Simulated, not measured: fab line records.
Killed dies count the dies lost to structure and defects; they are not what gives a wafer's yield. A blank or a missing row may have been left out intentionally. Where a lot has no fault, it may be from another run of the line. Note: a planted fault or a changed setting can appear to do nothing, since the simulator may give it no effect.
A struck lot beside a sound one -- flow sfq line -- 41 steps out of a route of 325
Sound: the wafers L400.1, L400.3, L400.5. Struck: wafer L403.2. (L403.6 of the same lot was not struck and is left out.) The cause comes at the end.
Each step with rows lists, per side, the tool, then ch with its chambers, then its first start. Under that, the readings that differ: sound wafers -- struck wafers -- difference of the means -- sigmas: that difference in standard deviations of wafers without a fault.
alike: readings whose means differ by less than 2 such deviations, and words and numbers that are the same on both sides. not compared: withheld readings, readings that some wafer has no value for, bounds like >300 that may hide the same value, and numbers for which the record gives no deviation and whose values overlap.
Wherever a step has rows on one side only, a row that says differs or no value, or a row with sigmas, the two part there. Numbers that have no deviation but don't overlap get no sigmas and don't part them. A reading missing from all wafers of one side parts the sides only when that side holds two or more wafers.

SFQ_I0_OVL_MEAS_908:
  sound on overlay-02 at day 10 17:24; struck on overlay-02 at day 11 03:01
  alike: I0_OVL
SFQ_TRILAYER_I0_VIA_BARC_OPEN_VIA_ETCH_046: etches BARC in O2, target depth 125 nm, time 41.7 s.
  sound on rie diel-04 ch 0,1,3, day 10 17:26; struck on rie diel-04 ch 2, day 11 03:02
  alike: chamber pressure mTorr, drypump motor current A, oes product au
  not compared: rf hours counter h
SFQ_TRILAYER_I0_VIA_ETCH_VIA_ETCH_034: etches SiO2 in CHF3, stops on Nb, target depth 260 nm.
  sound on rie diel-04 ch 0,1,3, day 10 17:29; struck on rie diel-04 ch 2, day 11 03:05
  alike: chamber pressure mTorr, drypump motor current A, oes product au
then, 4 steps without rows for these wafers: SFQ_TRILAYER_I0_VIA_STRIP_STRIP_035 (strips in O2); SFQ_TRILAYER_I0_VIA_STRIP_SOLV_CLEAN_036 (cleans in NMP, time 600 s); SFQ_TRILAYER_M1_DEP_PRE_CLEAN_038 (time 22.5 s); SFQ_TRILAYER_M1_DEP_SPUTTER_037 (material Nb, target thk 200 nm, time 133.3 s).
SFQ_M1_RS_MEAS_909: uses a four-point probe to measure.
  sound on film metro-01 at day 10 18:29; struck on film metro-03 at day 11 04:17
  alike: M1_NB_RS
then, 3 steps without rows for these wafers: SFQ_TRILAYER_M1_LITHO_COAT_044 (resist thk 62 nm); SFQ_TRILAYER_M1_LITHO_COAT_039 (resist thk 600 nm); SFQ_TRILAYER_M1_LITHO_SOFTBAKE_043.
-- the record jumps here: 3 days lie between the struck wafers' starts before and after --
SFQ_TRILAYER_M1_LITHO_EXPOSE_040: exposes mask M1, target cd 500 nm.
  sound on krf scanner-01 ch 0, day 13 10:31; struck on krf scanner-01 ch 0, day 13 20:19
  alike: mask, stage vel mm s
then, 2 steps without rows for these wafers: SFQ_TRILAYER_M1_LITHO_PEB_042 (peb time 60 s); SFQ_TRILAYER_M1_LITHO_DEVELOP_041 (time 60 s).
SFQ_M1_OVL_MEAS_911:
  sound on overlay-02 at day 13 12:01; struck on overlay-02 at day 13 21:37
  alike: M1_OVL
SFQ_TRILAYER_M1_BARC_OPEN_METAL_ETCH_054: etches BARC in O2, target depth 125 nm, time 41.7 s.
  sound on rie metal-02 ch 0, day 13 12:02; struck on rie metal-02 ch 1, day 13 21:38
reading,sound,struck,difference,sigmas
drypump motor current A (A),6.3 6.4 6.4,5.6,-0.8,-2
model.M1.cd nm (nm),498.2 498.5 498.2,457.3,-41.0,
  alike: chamber pressure mTorr, oes product au
  not compared: rf hours counter h
SFQ_TRILAYER_M1_ETCH_METAL_ETCH_042: etches Nb in Cl2/Ar, stops on SiO2, target depth 240 nm, time 120 s.
  sound on rie metal-02 ch 0, day 13 12:06; struck on rie metal-02 ch 1, day 13 21:42
reading,sound,struck,difference,sigmas
drypump motor current A (A),6.4 6.4 6.4,5.6,-0.8,-2
model.M1.cd nm (nm),501.5 502.1 502.6,455.4,-46.7,
  alike: chamber pressure mTorr, oes product au
  not compared: rf hours counter h
then, 2 steps without rows for these wafers: SFQ_TRILAYER_M1_STRIP_STRIP_043 (strips in O2); SFQ_TRILAYER_M1_STRIP_SOLV_CLEAN_044 (cleans in NMP, time 600 s).
SFQ_TRILAYER_I1_DEP_PECVD_045: deposits SiO2 from SiH4/N2O, time 111.11 s, target thk 500 nm.
  sound on pecvd-01 ch 0,2, day 13 13:11; struck on pecvd-04 ch 1, day 13 22:47
  alike: heater power outer w, heater power w, throttle valve pct
  not compared: since wet clean h
SFQ_TRILAYER_I1_CMP_CMP_046: polishes SiO2.
  sound on cmp-02 ch 0,3, day 13 19:04; struck on cmp-01 ch 1, day 14 02:38
  alike: edge zone pressure frac, motor current A, slurry filter dp kPa, time to endpoint s
SFQ_I1_BOW_MEAS_912:
  sound on film metro-02 at day 13 22:04; struck on film metro-02 at day 14 05:39
  alike: I1_BOW
then, 7 steps without rows for these wafers: SFQ_TRILAYER_I1_METRO_MEASURE_047; SFQ_TRILAYER_I1_VIA_LITHO_COAT_054 (resist thk 62 nm); SFQ_TRILAYER_I1_VIA_LITHO_COAT_049 (resist thk 650 nm); SFQ_TRILAYER_I1_VIA_LITHO_SOFTBAKE_053; SFQ_TRILAYER_I1_VIA_LITHO_EXPOSE_050 (exposes mask I1, target cd 500 nm); SFQ_TRILAYER_I1_VIA_LITHO_PEB_052 (peb time 60 s); SFQ_TRILAYER_I1_VIA_LITHO_DEVELOP_051 (time 60 s).
-- the record jumps here: 4 days lie between the struck wafers' starts before and after --
SFQ_I1_OVL_MEAS_913:
  sound on overlay-01 at day 18 01:20; struck on overlay-02 at day 18 09:44
  alike: I1_OVL
then, 5 steps without rows for these wafers: SFQ_TRILAYER_I1_VIA_BARC_OPEN_VIA_ETCH_071 (etches BARC in O2, target depth 125 nm, time 41.7 s); SFQ_TRILAYER_I1_VIA_ETCH_VIA_ETCH_052 (etches SiO2 in CHF3, stops on Nb, target depth 260 nm); SFQ_TRILAYER_I1_VIA_STRIP_STRIP_053 (strips in O2); SFQ_TRILAYER_I1_VIA_STRIP_SOLV_CLEAN_054 (cleans in NMP, time 600 s); SFQ_TRILAYER_M2_DEP_PRE_CLEAN_056 (time 22.5 s).
SFQ_TRILAYER_M2_DEP_SPUTTER_055: material Nb, target thk 200 nm, time 133.3 s.
  sound on pvd sputter-05 at day 18 02:24; struck on pvd sputter-06 at day 18 10:44
  alike: throttle valve pct
SFQ_M2_RS_MEAS_914: uses a four-point probe to measure.
  sound on film metro-04 at day 18 02:29; struck on film metro-03 at day 18 10:51
  alike: M2_NB_RS
then, 3 steps without rows for these wafers: SFQ_TRILAYER_M2_LITHO_COAT_062 (resist thk 62 nm); SFQ_TRILAYER_M2_LITHO_COAT_057 (resist thk 600 nm); SFQ_TRILAYER_M2_LITHO_SOFTBAKE_061.
-- the record jumps here: 53 days lie between the struck wafers' starts before and after --
SFQ_M8_BOW_MEAS_951:
  sound on film metro-04 at day 70 12:23; struck on film metro-04 at day 71 12:59
reading,sound,struck,difference,sigmas
model.etest.m1.ohm um,1.735 1.721 1.764,1.965,+0.225,
  alike: M8_BOW

== WHERE THEY PART ==
Last at SFQ_TRILAYER_M1_ETCH_METAL_ETCH_042 as far as this record goes, first at SFQ_TRILAYER_M1_BARC_OPEN_METAL_ETCH_054. Later steps at which nothing parts them and some readings are alike: SFQ_TRILAYER_I1_DEP_PECVD_045, SFQ_TRILAYER_I1_CMP_CMP_046, SFQ_I1_BOW_MEAS_912, SFQ_I1_OVL_MEAS_913, SFQ_TRILAYER_M2_DEP_SPUTTER_055, SFQ_M2_RS_MEAS_914, SFQ_M8_BOW_MEAS_951.

WHY: what the simulator had put in
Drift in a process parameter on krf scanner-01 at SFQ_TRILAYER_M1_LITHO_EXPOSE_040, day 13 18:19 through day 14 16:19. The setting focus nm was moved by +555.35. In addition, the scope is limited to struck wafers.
